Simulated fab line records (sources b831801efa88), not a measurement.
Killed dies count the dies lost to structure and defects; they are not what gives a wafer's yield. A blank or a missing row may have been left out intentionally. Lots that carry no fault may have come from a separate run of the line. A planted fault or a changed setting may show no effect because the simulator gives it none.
Struck lot and sound lot, side by side    flow gf180mcu    15 steps out of a route of 602
Sound: wafers L200.1, L200.2, L200.4. Struck: wafers L205.1, L205.4 (left out: L205.6, a lot-mate that was not struck); the cause follows at the end.
Per side, at each step with rows, come the tool, then ch with its chambers, and then its first start. Under that, the readings that differ: sound wafers    struck wafers    difference of the means    sigmas: that difference in standard deviations of wafers without a fault.
alike: same words and numbers on both sides, and readings whose means sit less than 2 such deviations apart. not compared: any withheld reading, any reading some wafer has no value for, any bound like >300 that may hide the same value, and any number with overlapping values for which the record gives no deviation.
Wherever a step has rows on one side only, a row that says differs or no value, or a row with sigmas, the two part there. Numbers that have no deviation but don't overlap get no sigmas and don't part them. A reading missing from all wafers of one side parts the sides only when that side holds two or more wafers.

first, 6 steps without rows for these wafers: GF_TOP_METAL_HMDS_08 (prime time 60 s); GF_TOP_METAL_COAT_09 (resist thk 1491 nm); GF_TOP_METAL_SOFTBAKE_10 (time 60 s); GF_TOP_METAL_EXPOSE_11 (exposes mask MetalTop, target cd 440 nm); GF_TOP_METAL_PEB_12; GF_TOP_METAL_DEVELOP_13 (develop time 60 s).
GF_TOP_METAL_CD_MEAS_14 targets a cd of 440 nm.
  struck on cd sem-02, day 29 20:14; sound on cd sem-02, day 28 01:41
  alike: cd nm
GF_TOP_METAL_OVL_MEAS_15:
  struck on overlay-01, day 29 20:22; sound on overlay-02, day 28 01:48
  alike: TOP_METAL_OVL
GF_TOP_METAL_METAL_ETCH_16: etches the open film in Cl2/BCl3, stops on SiO2, target depth 1197 nm, time 199.5 s.
  sound on rie metal-04 ch 0,1, day 28 01:50; struck on rie metal-03 ch 0, day 29 20:24
  alike: chamber pressure mTorr, drypump motor current A, oes product au, throttle valve pct
  not compared: rf hours counter h
GF_TOP_METAL_STRIP_17: strips in O2/N2.
  sound on plasma asher-03 ch 0,1, day 28 02:02; struck on plasma asher-01 ch 1, day 29 20:35
  alike: chamber pressure mTorr, drypump motor current A, heater power w, oes product au, strip time to endpoint s
  not compared: rf hours counter h
then, 2 steps without rows for these wafers: GF_TOP_METAL_STRIP_18 (strips in post etch residue remover, time 1200 s); GF_TOP_METAL_CLEAN_19 (cleans in DIW).
GF_PASSIVATION_CVD_00: deposits SiO2 from TEOS, target thk 1000 nm, time 111.95 s.
  sound on pecvd-02 ch 0,1, day 28 02:34; struck on pecvd-01 ch 1, day 29 21:08
reading                                       sound              struck       difference  sigmas
rf fwd power W (W)                            599.0 598.4 596.6  691.1 690.4  +92.8       +46
model.SiO2_of_PASSIVATION_CVD_00.thk nm (nm)  994.8 979.7 1013   1048 1067    +62         
  alike: heater power w
  not compared: since wet clean h
GF_PASSIVATION_THK_MEAS_01:
  struck on film metro-03, day 29 21:14; sound on film metro-03, day 28 02:38
reading                      sound         struck     difference  sigmas
PASSIVATION_CVD_00_THK (nm)  995 980 1013  1048 1066  +61         +4
GF_PASSIVATION_CVD_02: deposits Si3N4, target thk 700 nm, time 486.18 s.
  sound on pecvd-03 ch 0,1,2, day 28 02:42; struck on pecvd-03 ch 1, day 29 21:17
  alike: heater power w, rf fwd power W
  not compared: since wet clean h

## WHERE THEY PART
At GF_PASSIVATION_CVD_00 first; at GF_PASSIVATION_THK_MEAS_01 last (within this record only). Later steps at which nothing parts them and some readings are alike: GF_PASSIVATION_CVD_02.

WHY: what the simulator had put in
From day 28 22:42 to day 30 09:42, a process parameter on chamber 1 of pecvd-01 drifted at GF_PASSIVATION_CVD_00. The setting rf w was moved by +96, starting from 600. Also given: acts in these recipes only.
